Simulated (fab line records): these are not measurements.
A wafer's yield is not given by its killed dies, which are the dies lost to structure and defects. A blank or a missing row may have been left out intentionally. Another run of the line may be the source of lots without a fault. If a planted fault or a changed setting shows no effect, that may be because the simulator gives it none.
Commonality check across tools | flow sky130 | Lots sampled 12, wafers sampled 36

== THE REASON FOR OPENING IT ==
At SKY_LI_CONTACT_RS_MEAS_22 the reading LI_CONTACT_W_RS is flagged on 3 of 12 lots. Fault-free wafers read 0.285 ohm/sq, with a standard deviation of 0.0062.
Rule: a lot is flagged in two cases, either no wafer of it has a number, or all its wafers with numbers fall more than 4 standard deviations from that mean. As for the other lots, they are considered sound.

lot  | measured     | on            | LI_CONTACT_W_RS (ohm/sq), wafer by wafer | flag
L625 | day 30 06:41 | film metro-04 | 0.286 0.281 0.291                        |
L626 | day 30 11:01 | film metro-03 | 0.288 0.289 0.289                        |
L627 | day 30 15:46 | film metro-03 | 0.276 0.276 0.275                        |
L628 | day 30 22:08 | film metro-02 | 0.287 0.288 0.285                        |
L630 | day 31 22:00 | film metro-02 | 0.288 0.294 0.289                        |
L631 | day 32 00:10 | film metro-04 | 0.282 0.279 0.287                        |
L633 | day 32 12:57 | film metro-02 | 0.283 0.285 0.270                        |
L635 | day 33 03:26 | film metro-04 | 0.293 0.288 0.289                        |
L639 | day 34 16:22 | film metro-03 | 0.273 0.289 0.288                        |
L640 | day 35 00:33 | film metro-03 | 0.597 0.614 0.590                        | FLAGGED
L641 | day 35 18:24 | film metro-04 | 0.627 0.623 0.594                        | FLAGGED
L642 | day 35 19:10 | film metro-03 | 0.606 0.579 0.585                        | FLAGGED
Average over the flagged lots: 0.602 ohm/sq; offset from the usual +0.317 ohm/sq, equal to +51 standard deviations.

== LOT BY LOT: THE TOOL USED ==
The record keeps 1 process step preceding the reading, out of 708 steps on the route. Each cell gives the tool, then ch followed by the chambers the sampled wafers passed through, then the start.
lot  | flag    | SKY_LI_CONTACT_CVD_21
L625 |         | cvd w-01 ch 0,1, day 30 06:34
L626 |         | cvd w-01 ch 0, day 30 10:53
L627 |         | cvd w-02 ch 1, day 30 15:38
L628 |         | cvd w-01 ch 0,1, day 30 22:00
L630 |         | cvd w-01 ch 0,1, day 31 21:53
L631 |         | cvd w-01 ch 0,1, day 32 00:01
L633 |         | cvd w-02 ch 0,1, day 32 12:50
L635 |         | cvd w-01 ch 0,1, day 33 03:18
L639 |         | cvd w-02 ch 0,1, day 34 16:14
L640 | FLAGGED | cvd w-01 ch 0,1, day 35 00:26
L641 | FLAGGED | cvd w-01 ch 0,1, day 35 18:15
L642 | FLAGGED | cvd w-01 ch 0,1, day 35 19:02
These steps, and what they do:
- SKY_LI_CONTACT_CVD_21: deposits W, target thk 400 nm, time 120.56 s.
- SKY_LI_CONTACT_RS_MEAS_22: measures by four-point-probe.

== FLAGGED AGAINST TOTAL, ONE TOOL AT A TIME (gauges that did the reading follow at the end) ==
step                      | tool          | lots run | flagged | share of the flagged lots | sound lots run after its first flagged lot
SKY_LI_CONTACT_CVD_21     | cvd w-01      | 9        | 3       | all                       | 0
SKY_LI_CONTACT_CVD_21     | cvd w-02      | 3        | 0       | none                      | -
SKY_LI_CONTACT_RS_MEAS_22 | film metro-02 | 3        | 0       | none                      | -
SKY_LI_CONTACT_RS_MEAS_22 | film metro-03 | 5        | 2       | some                      | 0
SKY_LI_CONTACT_RS_MEAS_22 | film metro-04 | 4        | 1       | some                      | 0

== THE TABLE: WHAT IT ALLOWS ==
In the table, 1 row covers all flagged lots: cvd w-01 at SKY_LI_CONTACT_CVD_21.
- cvd w-01 at SKY_LI_CONTACT_CVD_21: 3 of its 9 lots flagged. Its last sound lot is L635 (day 33 03:18), its first flagged lot L640 (day 35 00:26): a fault that began between those two fits.
Left over: one tool, cvd w-01 at SKY_LI_CONTACT_CVD_21.

== WHAT THE SIMULATOR HAD INSERTED ==
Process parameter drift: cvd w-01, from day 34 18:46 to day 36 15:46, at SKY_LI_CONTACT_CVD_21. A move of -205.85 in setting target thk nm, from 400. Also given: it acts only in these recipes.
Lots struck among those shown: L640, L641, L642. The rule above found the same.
